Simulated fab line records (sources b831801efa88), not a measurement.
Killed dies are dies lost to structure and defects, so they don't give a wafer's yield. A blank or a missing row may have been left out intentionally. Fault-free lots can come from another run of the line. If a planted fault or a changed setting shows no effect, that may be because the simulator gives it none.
Which tool did it? | flow gf180mcu | 13 lots, 39 wafers sampled, at 1 step of a route of 602

== WHAT THE GAUGES READ, wafer by wafer ==
GF_V4_BOW_MEAS_05.
lot  | measured     | on            | V4_BOW (um)
L382 | day 23 16:25 | film metro-01 | 133 139 145
L385 | day 24 14:36 | film metro-02 | 147 140 133
L386 | day 24 18:52 | film metro-03 | 143 145 138
L387 | day 25 02:40 | film metro-02 | 130 140 134
L388 | day 25 07:23 | film metro-02 | 139 132 141
L390 | day 26 09:58 | film metro-03 | 129 128 129
L393 | day 27 04:55 | film metro-03 | 126 124 134
L399 | day 29 04:12 | film metro-01 | 119 135 125
L400 | day 29 08:41 | film metro-02 | 139 135 136
L401 | day 29 12:13 | film metro-03 | 127 129 132
L402 | day 29 18:28 | film metro-01 | 123 129 126
L404 | day 30 10:32 | film metro-01 | 130 133 134
L405 | day 30 11:41 | film metro-03 | 145 142 146

== WHICH TOOL RAN EACH LOT (tool, then ch and the chambers of the sampled wafers, then the start) ==
The record shows no process step preceding these readings.

== AS READ BY THE TOOLS THEMSELVES (means over the sampled wafers that have a number; for cases with no such wafer, the mark the record gives instead) ==
The record holds no such reading with a usual standard deviation.

== THE ANSWER, worked out from the rows above alone ==
Rule: the usual values come from the lots themselves. The widest of any qualifying gaps counts: lots, ordered by their means at a reading, are off when they make up no more than a third of the lots, leave a main group of 4 or more, and stand apart from it by 3 or more times the standard deviation of that group's means. If all means in a main group match to the digits the tables above print for the reading, that group is not used. Also off: a lot with no number at a reading for which 4 or more lots have one. The other lots that the step has rows for count as sound. First the gauges in route order, then the tools' own readings, where a lot's mean is used as printed above. At the first step where some lot is off, the reading lying furthest off is the one used; lots without a number count as furthest.
None of the lots is off at any reading shown; this tells nothing.

== WHAT THE SIMULATOR HAD INSERTED ==
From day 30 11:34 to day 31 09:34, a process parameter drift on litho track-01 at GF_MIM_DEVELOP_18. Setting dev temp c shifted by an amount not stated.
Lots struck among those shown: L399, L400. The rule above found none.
